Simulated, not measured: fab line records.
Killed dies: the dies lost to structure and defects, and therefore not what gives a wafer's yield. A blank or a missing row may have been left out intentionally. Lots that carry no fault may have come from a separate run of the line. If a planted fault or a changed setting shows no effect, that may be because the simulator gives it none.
Matching of chambers + flow sky130 + SKY_CAP2M_CVD_00 on pecvd-03: 3 sister chambers
The step deposits SiO2, target thk 15.5 nm. 3 wafers are shown with their chamber, then 9 later ones without.

WAFERS, EACH WITH ITS CHAMBER
| wafer  | chamber | heaterPowerW (W) |
|--------|---------|------------------|
| L091.4 | 2       | 690              |
| L091.5 | 0       | 505              |
| L091.6 | 1       | 729              |

WAFERS WHOSE CHAMBER IS MISSING
| wafer  | heaterPowerW (W) |
|--------|------------------|
| L094.1 | 706              |
| L094.4 | 492              |
| L094.6 | 567              |
| L095.1 | 642              |
| L095.4 | 772              |
| L095.6 | 649              |
| L097.1 | 667              |
| L097.3 | 558              |
| L097.5 | 552              |

EACH ONE'S CHAMBER
| wafer  | from the rows above     | in truth                   |
|--------|-------------------------|----------------------------|
| L094.1 | can't be placed: 2 or 1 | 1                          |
| L094.4 | 0                       | 0                          |
| L094.6 | can't be placed: 0 or 2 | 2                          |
| L095.1 | can't be placed: 2 or 1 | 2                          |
| L095.4 | can't be placed: 1 or 2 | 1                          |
| L095.6 | can't be placed: 2 or 1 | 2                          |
| L097.1 | can't be placed: 2 or 1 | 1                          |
| L097.3 | can't be placed: 0 or 2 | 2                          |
| L097.5 | 0                       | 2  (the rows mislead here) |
Correctly placed: 1 of 9. Not placeable from these rows: 7 (in 7, the candidates include the true chamber). 1 placed wrongly.
How it was worked out, from the rows above alone: a wafer's distance from a chamber is the root of the sum, over the readings, of the square of ((its reading less the chamber's mean) divided by the reading's scatter). The wafer belongs to the nearest chamber; if the next one is less than 2 further off, it can't be placed. A chamber's mean is the mean of its shown wafers. The scatter: root of mean squared gap, hidden wafer to nearest shown wafer, with one shown wafer a chamber.
